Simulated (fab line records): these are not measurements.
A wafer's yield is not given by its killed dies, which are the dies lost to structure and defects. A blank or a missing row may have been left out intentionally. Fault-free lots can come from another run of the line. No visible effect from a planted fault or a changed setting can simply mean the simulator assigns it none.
Which tool is to blame? ; flow sky130 ; 72 wafers from 24 lots sampled at 6 of the route's 708 steps

WHAT EACH GAUGE READ, for each wafer
No reading from a measuring or inspecting step in the record can be judged against a usual standard deviation.

EACH LOT AND THE TOOL THAT RAN IT (in order: tool; ch and the chambers of the sampled wafers; start)
lot;SKY_SONOS_ONO_ETCH_15;SKY_LI_CONTACT_ETCH_15;SKY_CONTACT_CMP_27;SKY_METAL1_SPUTTER_01;SKY_METAL1_ETCH_18;SKY_VIA1_SPUTTER_20
L074;rie-diel-04 ch 0,3, day 12 18:08;rie-diel-04 ch 0,1, day 29 10:02;cmp-01 ch 0,1,3, day 31 21:20;pvd-sputter-04, day 31 21:39;rie-metal-03 ch 0,1, day 33 00:17;pvd-sputter-03, day 34 03:34
L075;rie-diel-03 ch 2,3, day 13 05:50;rie-diel-03 ch 0,2,3, day 29 19:57;cmp-01 ch 1,2,3, day 32 06:35;pvd-sputter-04, day 32 06:48;rie-metal-04 ch 0,1, day 33 09:16;pvd-sputter-03, day 34 11:26
L077;rie-diel-02 ch 0,1, day 14 05:29;rie-diel-03 ch 0,3, day 30 17:38;cmp-02 ch 0,1,3, day 33 03:13;pvd-sputter-02, day 33 03:24;rie-metal-04 ch 0,1, day 34 04:08;pvd-sputter-03, day 35 06:16
L076;rie-diel-03 ch 0,2,3, day 14 08:32;rie-diel-04 ch 0,1,2, day 30 22:38;cmp-02 ch 1,2,3, day 33 08:47;pvd-sputter-04, day 33 09:00;rie-metal-03 ch 0,1, day 34 10:09;pvd-sputter-03, day 35 11:52
L079;rie-diel-03 ch 0,2,3, day 14 18:20;rie-diel-02 ch 1,2,3, day 31 08:32;cmp-01 ch 0,2, day 33 17:06;pvd-sputter-03, day 33 17:25;rie-metal-01 ch 0,1, day 34 17:35;pvd-sputter-03, day 35 19:37
L078;rie-diel-02 ch 1,2, day 14 18:29;rie-diel-02 ch 1,3, day 31 07:23;cmp-01 ch 0,3, day 33 16:30;pvd-sputter-02, day 33 16:49;rie-metal-04 ch 0, day 34 16:22;pvd-sputter-02, day 35 18:07
L080;rie-diel-02 ch 1,2,3, day 15 00:15;rie-diel-02 ch 0,1,2, day 31 18:26;cmp-01 ch 0,3, day 34 01:19;pvd-sputter-02, day 34 01:35;rie-metal-04 ch 0,1, day 35 01:42;pvd-sputter-01, day 36 05:34
L081;rie-diel-03 ch 0,2,3, day 15 16:02;rie-diel-02 ch 0,2, day 32 04:41;cmp-01 ch 0,2, day 34 11:29;pvd-sputter-04, day 34 11:48;rie-metal-01 ch 0,1, day 35 11:34;pvd-sputter-01, day 36 15:41
L082;rie-diel-04 ch 1,2,3, day 16 03:41;rie-diel-02 ch 0,2, day 32 17:05;cmp-02 ch 0,2, day 34 21:55;pvd-sputter-03, day 34 22:11;rie-metal-01 ch 0,1, day 36 00:29;pvd-sputter-03, day 37 02:28
L083;rie-diel-04 ch 0,1,2, day 16 07:26;rie-diel-03 ch 0,1,3, day 32 23:14;cmp-01 ch 1,3, day 35 03:52;pvd-sputter-04, day 35 04:12;rie-metal-04 ch 0,1, day 36 06:09;pvd-sputter-01, day 37 10:20
L084;rie-diel-04 ch 0,2,3, day 16 17:56;rie-diel-02 ch 0,2,3, day 33 06:17;cmp-01 ch 0,2,3, day 35 11:01;pvd-sputter-02, day 35 11:11;rie-metal-03 ch 0,1, day 36 13:20;pvd-sputter-03, day 37 17:08
L085;rie-diel-04 ch 1,2,3, day 17 02:48;rie-diel-03 ch 0,1,2, day 33 18:29;cmp-01 ch 1,2,3, day 35 23:13;pvd-sputter-04, day 35 23:26;rie-metal-04 ch 0, day 37 01:23;pvd-sputter-02, day 38 04:35
L086;rie-diel-04 ch 1,2,3, day 17 09:23;rie-diel-03 ch 0,1,2, day 33 22:02;cmp-01 ch 0,1,2, day 36 03:40;pvd-sputter-02, day 36 03:53;rie-metal-04 ch 0,1, day 37 06:26;pvd-sputter-03, day 38 09:24
L087;rie-diel-03 ch 1,2, day 17 23:57;rie-diel-02 ch 2,3, day 34 03:30;cmp-02 ch 0,1,3, day 36 09:24;pvd-sputter-04, day 36 09:40;rie-metal-04 ch 0,1, day 37 12:01;pvd-sputter-03, day 38 15:14
L088;rie-diel-03 ch 0,1, day 18 06:12;rie-diel-02 ch 0,2, day 34 11:53;cmp-01 ch 0,1, day 36 17:59;pvd-sputter-03, day 36 18:15;rie-metal-03 ch 0,1, day 37 20:11;pvd-sputter-03, day 39 00:08
L089;rie-diel-04 ch 0,1,3, day 18 14:51;rie-diel-03 ch 1,3, day 34 17:32;cmp-02 ch 0,2,3, day 37 00:04;pvd-sputter-02, day 37 00:20;rie-metal-01 ch 0,1, day 38 02:26;pvd-sputter-03, day 39 05:42
L090;rie-diel-02 ch 0,2,3, day 19 00:59;rie-diel-02 ch 2,3, day 35 01:39;cmp-01 ch 0,1,2, day 37 09:38;pvd-sputter-03, day 37 09:54;rie-metal-04 ch 0, day 38 11:55;pvd-sputter-01, day 39 15:25
L091;rie-diel-02 ch 0,1,2, day 19 09:42;rie-diel-04 ch 1,2,3, day 35 06:47;cmp-02 ch 0,1,2, day 37 14:46;pvd-sputter-02, day 37 15:02;rie-metal-04 ch 0, day 38 16:41;pvd-sputter-03, day 39 20:31
L092;rie-diel-02 ch 0,1,3, day 19 16:29;rie-diel-04 ch 0,1,3, day 35 14:08;cmp-02 ch 0,3, day 37 21:29;pvd-sputter-03, day 37 21:48;rie-metal-03 ch 0,1, day 39 00:02;pvd-sputter-02, day 40 06:28
L093;rie-diel-04 ch 1,3, day 19 21:42;rie-diel-04 ch 0,2, day 35 17:17;cmp-02 ch 1,2, day 38 00:36;pvd-sputter-02, day 38 00:55;rie-metal-01 ch 1, day 39 02:18;pvd-sputter-03, day 40 07:34
L094;rie-diel-04 ch 0,2, day 20 08:50;rie-diel-04 ch 0,1,2, day 36 01:45;cmp-02 ch 1,2,3, day 38 06:52;pvd-sputter-02, day 38 07:05;rie-metal-01 ch 1, day 39 08:12;pvd-sputter-02, day 40 11:55
L095;rie-diel-04 ch 0,1,3, day 20 12:38;rie-diel-02 ch 0,3, day 36 05:41;cmp-01 ch 0,1,2, day 38 13:53;pvd-sputter-04, day 38 14:12;rie-metal-04 ch 0,1, day 39 15:05;pvd-sputter-01, day 40 17:49
L096;rie-diel-03 ch 1,2,3, day 20 19:03;rie-diel-02 ch 0,2,3, day 36 12:42;cmp-01 ch 0,2,3, day 38 18:06;pvd-sputter-04, day 38 18:25;rie-metal-04 ch 1, day 39 20:10;pvd-sputter-01, day 40 22:53
L097;rie-diel-04 ch 1,2,3, day 21 17:42;rie-diel-02 ch 2,3, day 37 04:27;cmp-02 ch 0,1,3, day 39 09:43;pvd-sputter-02, day 39 09:57;rie-metal-04 ch 1, day 40 11:36;pvd-sputter-03, day 41 14:01
- SKY_SONOS_ONO_ETCH_15: etches the open film in CHF3/O2, target depth 19.52 nm, time 7.8 s.
- SKY_LI_CONTACT_ETCH_15: etches PSG in C4F8/O2/Ar, stops on Si, target depth 600 nm.
- SKY_CONTACT_CMP_27: polishes, stops on SiO2, t overpolish 15 s, target thk 0 nm.
- SKY_METAL1_SPUTTER_01: material TiN, target thk 20 nm, time 16.7 s.
- SKY_METAL1_ETCH_18: etches BARC in N2/H2, stops on SiO2, time 45.9 s, target depth 60 nm.
- SKY_VIA1_SPUTTER_20: material TiN, target thk 20 nm, time 80 s.

WHAT THE TOOLS THEMSELVES READ (means of the sampled wafers that have a number; where no wafer has one, the mark that the record gives instead)
SKY_SONOS_ONO_ETCH_15.
lot;tool;drypump-motor-current-A (A);oes-product-au (a.u.);throttle-valve-pct (%)
L074;rie-diel-04;5.4;0.998;8.828
L075;rie-diel-03;6.2;1.002;8.827
L077;rie-diel-02;5.6;1.000;8.823
L076;rie-diel-03;5.8;0.983;8.829
L079;rie-diel-03;5.8;0.984;8.829
L078;rie-diel-02;5.4;1.003;8.838
L080;rie-diel-02;5.8;0.996;8.824
L081;rie-diel-03;5.8;0.994;8.816
L082;rie-diel-04;5.4;1.008;8.828
L083;rie-diel-04;5.4;1.003;8.825
L084;rie-diel-04;5.6;0.999;8.834
L085;rie-diel-04;5.4;1.003;8.817
L086;rie-diel-04;5.4;1.008;8.817
L087;rie-diel-03;5.5;1.014;8.834
L088;rie-diel-03;5.4;1.013;8.837
L089;rie-diel-04;5.3;0.993;8.817
L090;rie-diel-02;6.1;1.010;8.827
L091;rie-diel-02;5.7;1.012;8.834
L092;rie-diel-02;6.0;1.010;8.830
L093;rie-diel-04;5.1;1.011;8.824
L094;rie-diel-04;5.6;1.001;8.827
L095;rie-diel-04;5.4;0.995;8.825
L096;rie-diel-03;5.8;0.995;8.818
L097;rie-diel-04;5.4;1.011;8.817

SKY_LI_CONTACT_ETCH_15.
lot;tool;oes-product-au (a.u.)
L074;rie-diel-04;0.838
L075;rie-diel-03;0.839
L077;rie-diel-03;0.834
L076;rie-diel-04;0.836
L079;rie-diel-02;0.838
L078;rie-diel-02;0.836
L080;rie-diel-02;0.834
L081;rie-diel-02;0.837
L082;rie-diel-02;0.837
L083;rie-diel-03;0.837
L084;rie-diel-02;0.833
L085;rie-diel-03;0.837
L086;rie-diel-03;0.838
L087;rie-diel-02;0.835
L088;rie-diel-02;0.833
L089;rie-diel-03;0.838
L090;rie-diel-02;0.842
L091;rie-diel-04;0.836
L092;rie-diel-04;0.835
L093;rie-diel-04;0.841
L094;rie-diel-04;0.837
L095;rie-diel-02;0.836
L096;rie-diel-02;0.834
L097;rie-diel-02;0.839

SKY_CONTACT_CMP_27.
lot;tool;motor-current-A (A);overpolish-run-s (s);slurry-flow-ml-min;time-to-endpoint-s (s)
L074;cmp-01;10.8;14.998;149.9;80
L075;cmp-01;9.8;14.994;149.8;80
L077;cmp-02;11.2;14.997;150.2;87
L076;cmp-02;11.4;14.997;150.4;87
L079;cmp-01;9.6;15.001;149.8;77
L078;cmp-01;11.4;14.996;150.1;82
L080;cmp-01;11.2;14.998;149.4;79
L081;cmp-01;9.5;14.996;149.6;79
L082;cmp-02;11.5;15.005;149.9;80
L083;cmp-01;10.5;15.004;150.4;81
L084;cmp-01;10.5;15.000;149.7;80
L085;cmp-01;9.8;15.006;150.4;82
L086;cmp-01;9.9;15.006;150.1;88
L087;cmp-02;11.1;15.011;150.5;82
L088;cmp-01;10.8;14.996;150.2;83
L089;cmp-02;11.5;14.997;149.8;83
L090;cmp-01;10.1;15.006;150.3;85
L091;cmp-02;11.2;15.003;149.6;79
L092;cmp-02;11.1;14.996;149.6;81
L093;cmp-02;11.7;14.994;149.6;81
L094;cmp-02;11.6;14.999;150.3;82
L095;cmp-01;10.4;14.993;149.9;84
L096;cmp-01;10.1;15.005;150.3;85
L097;cmp-02;11.2;15.003;150.0;80

SKY_METAL1_SPUTTER_01.
lot;tool;cathode-dc-power-W (W);chamber-pressure-pa (Pa);throttle-valve-pct (%)
L074;pvd-sputter-04;6501.2;0.4003;29.4
L075;pvd-sputter-04;6499.9;0.4004;29.1
L077;pvd-sputter-02;6501.1;0.3999;30.7
L076;pvd-sputter-04;6500.1;0.4005;29.2
L079;pvd-sputter-03;6500.4;0.3994;28.8
L078;pvd-sputter-02;6499.9;0.4001;29.8
L080;pvd-sputter-02;6500.1;0.3999;30.4
L081;pvd-sputter-04;6501.0;0.4001;29.5
L082;pvd-sputter-03;6499.7;0.4009;28.6
L083;pvd-sputter-04;6500.8;0.4001;29.2
L084;pvd-sputter-02;6499.9;0.4000;30.3
L085;pvd-sputter-04;6499.9;0.3995;29.0
L086;pvd-sputter-02;6501.0;0.3990;29.7
L087;pvd-sputter-04;6500.2;0.4004;29.7
L088;pvd-sputter-03;6500.2;0.4006;29.7
L089;pvd-sputter-02;6500.5;0.4014;30.9
L090;pvd-sputter-03;6500.0;0.4002;29.7
L091;pvd-sputter-02;6500.5;0.3996;30.7
L092;pvd-sputter-03;6499.3;0.4005;30.7
L093;pvd-sputter-02;6500.0;0.4002;30.5
L094;pvd-sputter-02;6500.7;0.4008;30.2
L095;pvd-sputter-04;6500.6;0.3998;29.4
L096;pvd-sputter-04;6500.6;0.4002;29.5
L097;pvd-sputter-02;6500.3;0.3998;31.1

SKY_METAL1_ETCH_18.
lot;tool;drypump-motor-current-A (A);oes-product-au (a.u.);throttle-valve-pct (%)
L074;rie-metal-03;5.7;0.851;13.223
L075;rie-metal-04;5.7;0.854;13.220
L077;rie-metal-04;5.7;0.854;13.232
L076;rie-metal-03;5.7;0.854;13.239
L079;rie-metal-01;6.0;0.853;13.222
L078;rie-metal-04;6.4;0.855;13.227
L080;rie-metal-04;5.7;0.856;13.229
L081;rie-metal-01;6.0;0.856;13.229
L082;rie-metal-01;5.9;0.856;13.227
L083;rie-metal-04;5.7;0.849;13.221
L084;rie-metal-03;5.9;0.856;13.232
L085;rie-metal-04;6.3;0.855;13.227
L086;rie-metal-04;5.7;0.858;13.218
L087;rie-metal-04;5.7;0.859;13.232
L088;rie-metal-03;5.7;0.856;13.230
L089;rie-metal-01;5.9;0.852;13.220
L090;rie-metal-04;6.4;0.860;13.215
L091;rie-metal-04;6.4;0.852;13.225
L092;rie-metal-03;5.7;0.850;13.224
L093;rie-metal-01;6.0;0.857;13.227
L094;rie-metal-01;6.0;0.860;13.221
L095;rie-metal-04;5.7;0.856;13.224
L096;rie-metal-04;5.4;0.854;13.225
L097;rie-metal-04;5.4;0.852;13.233

SKY_VIA1_SPUTTER_20.
lot;tool;cathode-dc-power-W (W);chamber-pressure-pa (Pa);throttle-valve-pct (%)
L074;pvd-sputter-03;4000.0;4.990;29.0
L075;pvd-sputter-03;3999.3;5.003;30.5
L077;pvd-sputter-03;3999.5;5.011;30.0
L076;pvd-sputter-03;4000.6;4.999;30.6
L079;pvd-sputter-03;4000.3;4.988;31.4
L078;pvd-sputter-02;3999.6;5.009;30.2
L080;pvd-sputter-01;3999.5;5.007;29.5
L081;pvd-sputter-01;3999.9;4.993;29.6
L082;pvd-sputter-03;4000.8;5.003;30.4
L083;pvd-sputter-01;3999.7;4.997;29.3
L084;pvd-sputter-03;4000.2;4.996;30.1
L085;pvd-sputter-02;4000.1;4.999;29.8
L086;pvd-sputter-03;3999.5;5.005;31.0
L087;pvd-sputter-03;3999.9;4.995;30.8
L088;pvd-sputter-03;4000.5;4.985;29.3
L089;pvd-sputter-03;3999.7;4.995;29.9
L090;pvd-sputter-01;4000.5;5.003;29.4
L091;pvd-sputter-03;4000.0;4.987;30.3
L092;pvd-sputter-02;4000.4;5.008;30.5
L093;pvd-sputter-03;3999.7;5.007;29.9
L094;pvd-sputter-02;4000.0;5.008;30.4
L095;pvd-sputter-01;3999.6;5.006;30.4
L096;pvd-sputter-01;3999.4;4.994;29.5
L097;pvd-sputter-03;4000.2;5.008;29.2

THE ANSWER, worked out from the rows above alone
Rule: the lots themselves supply what counts as usual. The widest of any qualifying gaps counts: lots, ordered by their means at a reading, are off when they make up no more than a third of the lots, leave a main group of 4 or more, and stand apart from it by 3 or more times the standard deviation of that group's means. If all means in a main group match to the digits the tables above print for the reading, that group is not used. Also off: a lot with no number at a reading for which 4 or more lots have one. All remaining lots with rows at the step are treated as sound. The gauges are gone through in route order, then the tools' own readings, and for those a lot's mean is taken as printed above. The first step at which some lot is off is used, and at that step the reading that is off furthest; a lot without a number counts as furthest.
Nothing can be told from this: no lot is off at any reading shown.

WHAT HAD BEEN PUT IN BY THE SIMULATOR
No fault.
